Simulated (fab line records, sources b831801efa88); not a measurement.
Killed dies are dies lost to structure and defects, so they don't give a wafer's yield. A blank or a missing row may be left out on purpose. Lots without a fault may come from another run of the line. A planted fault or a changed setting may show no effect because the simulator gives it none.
A struck lot beside a sound one | flow sky130 | 24 steps out of a route of 708
Sound: wafers L827.3, L827.5, L827.6. Struck: wafers L822.1, L822.2, L822.3. The cause comes at the end.
At each step with rows: each side's tool, then ch and its chambers, then its first start. Under that, the readings that differ: sound wafers | struck wafers | difference of the means | sigmas: that difference in standard deviations of wafers without a fault.
alike: readings whose means differ by less than 2 such deviations, and words and numbers that are the same on both sides. not compared: withheld readings, readings that some wafer has no value for, bounds like >300 that may hide the same value, and numbers for which the record gives no deviation and whose values overlap.
The two part at a step that has a row with sigmas, a row that says differs or no value, or rows on one side only. Numbers that don't overlap but have no deviation are shown without sigmas and don't part them. A reading that every wafer of one side lacks parts them only if that side has two wafers or more.

first, 4 steps without rows for these wafers: SKY_LDD_HVP_SOFTBAKE_03 (time 60 s); SKY_LDD_HVP_EXPOSE_04 (exposes mask HVPTM, target cd 700 nm); SKY_LDD_HVP_PEB_05; SKY_LDD_HVP_DEVELOP_06 (develop time 60 s).
SKY_LDD_HVP_OVL_MEAS_07:
  sound on overlay-02, day 24 15:05; struck on overlay-01, day 23 04:32
  alike: LDD_HVP_OVL
then, 1 step without rows for these wafers: SKY_LDD_HVP_IMPLANT_08.
SKY_LDD_HVP_STRIP_09: strips in O2/N2.
  sound on plasma_asher-02 ch 0,1, day 24 15:18; struck on plasma_asher-01 ch 0,1, day 23 04:43
  reading                     | sound       | struck      | difference | sigmas
  drypump_motor_current_A (A) | 4.8 5.5 4.8 | 6.3 6.1 6.3 | +1.2       | +2
  alike: oes_product_au, strip_time_to_endpoint_s
  not compared: rf_hours_counter_h
SKY_LDD_HVP_TW_MEAS_10:
  sound on film_metro-02, day 24 15:23; struck on film_metro-04, day 23 04:49
  reading    | sound       | struck      | difference | sigmas
  LDD_HVP_TW | 450 449 451 | 464 460 462 | +12        | +2
then, 4 steps without rows for these wafers: SKY_LDD_LDN_DEHYDRATE_00 (time 60 s); SKY_LDD_LDN_HMDS_01 (prime time 60 s); SKY_LDD_LDN_COAT_02 (resist thk 1140 nm); SKY_LDD_LDN_SOFTBAKE_03 (time 60 s).
SKY_LDD_LDN_EXPOSE_04: exposes mask LDNTM, target cd 700 nm.
  sound on iline_stepper-01 ch 0, day 25 06:14; struck on iline_stepper-02 ch 0, day 23 19:34
  reading | sound                   | struck                  | difference | sigmas
  mask    | LDNTM#0 LDNTM#0 LDNTM#0 | HVPTM#0 HVPTM#0 HVPTM#0 | differs    |
  alike: exposure_dose_mJ_cm2, reticle_temp_C
then, 2 steps without rows for these wafers: SKY_LDD_LDN_PEB_05; SKY_LDD_LDN_DEVELOP_06 (develop time 60 s).
SKY_LDD_LDN_OVL_MEAS_07:
  sound on overlay-01, day 25 20:47; struck on overlay-02, day 24 10:50
  reading          | sound       | struck | difference                    | sigmas
  LDD_LDN_OVL (nm) | 0.8 0.5 1.8 | - - -  | no value on the struck wafers |
then, 4 steps without rows for these wafers: SKY_LDD_LDN_IMPLANT_08; SKY_LDD_LDN_IMPLANT_09; SKY_LDD_LDN_IMPLANT_10; SKY_LDD_LDN_IMPLANT_11.
SKY_LDD_LDN_STRIP_12: strips in O2/N2.
  sound on plasma_asher-02 ch 0,1, day 25 21:27; struck on plasma_asher-03 ch 0,1, day 24 11:28
  alike: drypump_motor_current_A, oes_product_au, strip_time_to_endpoint_s
  not compared: rf_hours_counter_h
SKY_LDD_LDN_TW_MEAS_13:
  sound on film_metro-03, day 25 21:32; struck on film_metro-01, day 24 11:34
  reading    | sound          | struck   | difference | sigmas
  LDD_LDN_TW | 1495 1492 1492 | 30 30 30 | -1463      | -86
then, 1 step without rows for these wafers: SKY_LDD_LDN_CLEAN_14 (cleans in SC1/SC2, time 150 s).
-- the record jumps here: 23 days lie between the struck wafers' starts before and after (it left off in module LDD_LDN and takes up again in module PAD_OPEN, whose first step shown is number 708 of the route) --
SKY_PAD_OPEN_PROBE_99:
  the record has rows for the struck wafers here (prober-02, day 47 04:26) and none for the sound ones

WHERE THEY PART
First at SKY_LDD_HVP_STRIP_09; last, within this record, at SKY_PAD_OPEN_PROBE_99.

WHY: what the simulator had put in
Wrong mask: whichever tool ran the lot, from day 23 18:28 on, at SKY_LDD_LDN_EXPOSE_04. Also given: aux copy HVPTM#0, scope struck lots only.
